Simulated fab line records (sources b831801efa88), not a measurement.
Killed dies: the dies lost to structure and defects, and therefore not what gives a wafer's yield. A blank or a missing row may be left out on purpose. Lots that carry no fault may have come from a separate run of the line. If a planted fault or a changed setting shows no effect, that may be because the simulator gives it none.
The tool behind it: which one? -- flow gf180mcu -- Sampling: 12 lots, 36 wafers, 4 of 602 route steps

WHAT THE GAUGES READ, wafer by wafer
GF_SAB_THK_MEAS_01. Usual: SAB_CVD_00_THK 50.3 nm, standard deviation 0.7.
lot,measured,on,SAB_CVD_00_THK (nm),flag
L185,day 13 17:25,filmMetro-04,49.5 49.8 50.8,
L187,day 14 10:17,filmMetro-01,50.3 50.9 51.0,
L188,day 15 02:56,filmMetro-02,49.5 50.3 50.4,
L190,day 15 23:15,filmMetro-01,51.3 50.0 50.6,
L191,day 16 12:34,filmMetro-01,50.1 50.8 51.0,
L194,day 17 22:58,filmMetro-01,48.6 50.3 49.7,
L195,day 18 08:37,filmMetro-04,50.1 52.0 51.3,
L196,day 18 08:46,filmMetro-04,49.6 49.8 50.3,
L201,day 19 22:56,filmMetro-01,49.3 53.3 51.7,
L202,day 20 08:31,filmMetro-04,50.0 51.0 50.3,
L206,day 21 08:41,filmMetro-02,49.2 49.6 49.8,
L208,day 22 00:31,filmMetro-02,49.3 50.6 51.1,

WHICH TOOL RAN EACH LOT (tool, then ch and the chambers of the sampled wafers, then the start)
lot,GF_MVSD_STRIP_10,GF_PSD_RTA_13,GF_SAB_CVD_00
L185,"plasmaAsher-03 ch 0,1, day 4 09:47","rtpAnneal-02 ch 0, day 13 17:05","pecvd-03 ch 0,1, day 13 17:23"
L187,"plasmaAsher-03 ch 0,1, day 4 18:53","rtpAnneal-02 ch 0, day 14 09:57","pecvd-01 ch 0,1, day 14 10:14"
L188,"plasmaAsher-04 ch 0,1, day 5 04:59","rtpAnneal-02 ch 0, day 15 02:35","pecvd-03 ch 2, day 15 02:53"
L190,"plasmaAsher-03 ch 0,1, day 5 18:50","rtpAnneal-02 ch 0, day 15 22:54","pecvd-04 ch 0,1,2, day 15 23:14"
L191,"plasmaAsher-04 ch 0,1, day 5 23:20","rtpAnneal-02 ch 0, day 16 12:13","pecvd-01 ch 0,1,2, day 16 12:32"
L194,"plasmaAsher-03 ch 0,1, day 6 18:02","rtpAnneal-01 ch 0, day 17 22:38","pecvd-04 ch 0,1,2, day 17 22:56"
L195,"plasmaAsher-03 ch 0,1, day 6 20:47","rtpAnneal-02 ch 0, day 18 08:17","pecvd-01 ch 1,2, day 18 08:35"
L196,"plasmaAsher-04 ch 0,1, day 7 03:14","rtpAnneal-01 ch 0, day 18 08:25","pecvd-04 ch 0,1, day 18 08:44"
L201,"plasmaAsher-03 ch 0,1, day 8 05:38","rtpAnneal-02 ch 0, day 19 22:35","pecvd-04 ch 0,1,2, day 19 22:55"
L202,"plasmaAsher-03 ch 0,1, day 8 12:32","rtpAnneal-02 ch 0, day 20 08:10","pecvd-03 ch 0,2, day 20 08:29"
L206,"plasmaAsher-02 ch 0,1, day 9 10:38","rtpAnneal-02 ch 0, day 21 08:15","pecvd-01 ch 1,2, day 21 08:40"
L208,"plasmaAsher-02 ch 0,1, day 9 21:52","rtpAnneal-01 ch 0, day 22 00:10","pecvd-01 ch 0,1,2, day 22 00:29"
- GF_MVSD_STRIP_10: strips in O2/N2.
- GF_PSD_RTA_13: time 20 s.
- GF_SAB_CVD_00: deposits SiO2 from TEOS, target thk 50 nm, time 4.9302 s.

WHAT THE TOOLS THEMSELVES READ (means of the sampled wafers that have a number; where no wafer has one, the mark that the record gives instead)
GF_MVSD_STRIP_10. Usual: drypumpMotorCurrentA 5.63 A, standard deviation 0.16; heaterPowerW 371 W, standard deviation 34; n2FlowSccm 300.1 sccm, standard deviation 0.85; o2FlowSccm 3002 sccm, standard deviation 9.4; oesProductAu 0.722 a.u., standard deviation 0.0043; stripTimeToEndpointS 36.95 s, standard deviation 0.086.
lot,tool,drypumpMotorCurrentA (A),heaterPowerW (W),n2FlowSccm (sccm),o2FlowSccm (sccm),oesProductAu (a.u.),stripTimeToEndpointS (s),flag
L185,plasmaAsher-03,5.63,372,299.1,3001,0.723,36.91,
L187,plasmaAsher-03,5.69,375,299.3,2997,0.721,36.89,
L188,plasmaAsher-04,5.50,408,300.1,2997,0.720,36.99,
L190,plasmaAsher-03,5.65,372,300.3,3002,0.722,37.09,
L191,plasmaAsher-04,5.50,412,300.1,2994,0.718,36.89,
L194,plasmaAsher-03,5.64,373,300.7,3003,0.728,36.96,
L195,plasmaAsher-03,5.69,371,298.8,2995,0.724,36.85,
L196,plasmaAsher-04,5.49,389,300.3,2992,0.719,36.98,
L201,plasmaAsher-03,5.64,367,300.7,3001,0.724,37.00,
L202,plasmaAsher-03,5.70,368,300.3,3008,0.721,37.08,
L206,plasmaAsher-02,5.85,330,300.3,3006,0.721,36.94,
L208,plasmaAsher-02,5.70,333,299.8,3007,0.721,36.88,

GF_PSD_RTA_13. Usual: lampPowerPct 38 %, standard deviation 3.5; wafer_temp_C_max 1029.3, standard deviation 1.4.
lot,tool,lampPowerPct (%),wafer_temp_C_max,flag
L185,rtpAnneal-02,40,1028.4,
L187,rtpAnneal-02,40,1028.8,
L188,rtpAnneal-02,40,1028.2,
L190,rtpAnneal-02,40,1028.1,
L191,rtpAnneal-02,40,1028.4,
L194,rtpAnneal-01,33,1030.6,
L195,rtpAnneal-02,40,1028.1,
L196,rtpAnneal-01,33,1030.5,
L201,rtpAnneal-02,40,1028.5,
L202,rtpAnneal-02,40,1028.6,
L206,rtpAnneal-02,40,1028.9,
L208,rtpAnneal-01,33,1031.1,

GF_SAB_CVD_00. Usual: heaterPowerW 661 W, standard deviation 110; susceptorTempC 399.97 C, standard deviation 0.23.
lot,tool,heaterPowerW (W),susceptorTempC (C),flag
L185,pecvd-03,600,399.85,
L187,pecvd-01,702,400.09,
L188,pecvd-03,834,399.98,
L190,pecvd-04,588,399.86,
L191,pecvd-01,611,399.89,
L194,pecvd-04,639,399.99,
L195,pecvd-01,694,399.99,
L196,pecvd-04,554,400.25,
L201,pecvd-04,643,400.02,
L202,pecvd-03,709,399.86,
L206,pecvd-01,680,399.97,
L208,pecvd-01,677,399.77,

THE ANSWER, worked out from the rows above alone
Rule: a lot counts as off when the mean over its wafers that have a number is more than 3 standard deviations away from the usual mean. Also off: a lot with no number at a reading for which 4 or more lots have one. All remaining lots with rows at the step are treated as sound. After the gauges, taken in route order, come the tools' own readings; for these a lot's mean is taken, as printed above. The first step at which some lot is off is used, and at that step the reading that is off furthest; a lot without a number counts as furthest.
None of the lots is off at any reading shown; this tells nothing.

WHAT THE SIMULATOR HAD INSERTED
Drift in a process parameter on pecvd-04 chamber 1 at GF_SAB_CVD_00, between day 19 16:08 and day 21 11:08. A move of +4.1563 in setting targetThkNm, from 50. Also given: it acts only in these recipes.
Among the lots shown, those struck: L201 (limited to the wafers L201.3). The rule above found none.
